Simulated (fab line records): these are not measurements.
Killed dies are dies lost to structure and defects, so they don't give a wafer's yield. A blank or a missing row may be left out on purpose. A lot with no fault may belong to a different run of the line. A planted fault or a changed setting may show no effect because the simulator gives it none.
A single fault, viewed from 2 desks ; flow sky130 ; what lay behind the numbers comes last; until then each desk has only its own

## AT THE METROLOGY DESK
Means of the sampled wafers that have a number, per lot and without regard to the tool the lot ran on: this is what the gauges read. The brackets show how far a lot's mean lies from the usual mean; more than 4 standard deviations puts the lot out of limits, marked OUT.
Columns: A = VIA3_W_THK at SKY_VIA3_THK_MEAS_23, usual 380 nm; B = cdNm at SKY_METAL4_CD_MEAS_13, usual 300.0 nm; C = METAL5_ALCU_RS at SKY_METAL5_RS_MEAS_05, usual 0.02705 ohm/sq; D = METAL5_ALCU_THK at SKY_METAL5_THK_MEAS_06, usual 1141 nm
lot;first seen here;A;B;C;D
L352;day 40 00:51;390;300.0;0.02709;1144
L353;day 40 17:20;379;301.9;0.02722;1138
L354;day 40 21:45;374;299.7;0.02691;1156
L360;day 42 09:35;376;296.8;0.02687;1152
L362;day 43 08:16;388;299.9;0.02667;1155
L363;day 43 11:26;379;299.6;0.02698;1143
L365;day 44 02:55;387;300.4;0.02663;1156
L367;day 44 18:37;377;301.5;0.02793;1121
L369;day 45 11:01;378;299.4;0.02740;1126
L374;day 46 07:28;371;298.8;0.02751;1121
This desk found nothing out of limits on any of the 10 lots.

## AT THE TOOL OWNER'S DESK: pvdSputter-03
The tool's own readings at SKY_METAL5_SPUTTER_02 (material AlCu, target thk 1150 nm, time 61.2 s): means of the sampled wafers that have a number, for each lot that ran on this tool. The brackets show how far a lot's mean lies from the usual mean; more than 4 standard deviations puts the lot out of limits, marked OUT.
Columns: A = chamberPressurePa at SKY_METAL5_SPUTTER_02, usual 0.4000 Pa; B = throttleValvePct at SKY_METAL5_SPUTTER_02, usual 30.5 %
lot;first seen here;A;B
L354;day 43 23:18;0.3995;30.7
L362;day 46 04:53;0.4000;30.9
L367;day 47 12:25;0.4431 (+55) OUT;29.0
This desk's finding: out of limits on L367; first on L367, day 47 12:25 (chamberPressurePa at SKY_METAL5_SPUTTER_02). Within limits: L354, L362.

## TAKEN TOGETHER
The tool owner's desk could have raised an alarm at day 47 12:25, on L367.
Nothing out of limits was seen by the metrology desk.
The metrology desk holds a record of L367, inside its limits.
All the named lots went through SKY_METAL5_SPUTTER_02 on pvdSputter-03.

## WHAT THE SIMULATOR HAD INSERTED
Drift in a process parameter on pvdSputter-03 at SKY_METAL5_SPUTTER_02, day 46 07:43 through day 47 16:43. From 0.4, the setting chamberPressurePa moved by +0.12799. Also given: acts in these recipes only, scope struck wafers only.
Shown lots that were struck: L367.
Hours from the fault's start to each desk's first reading out of limits: the tool owner's desk, 29.
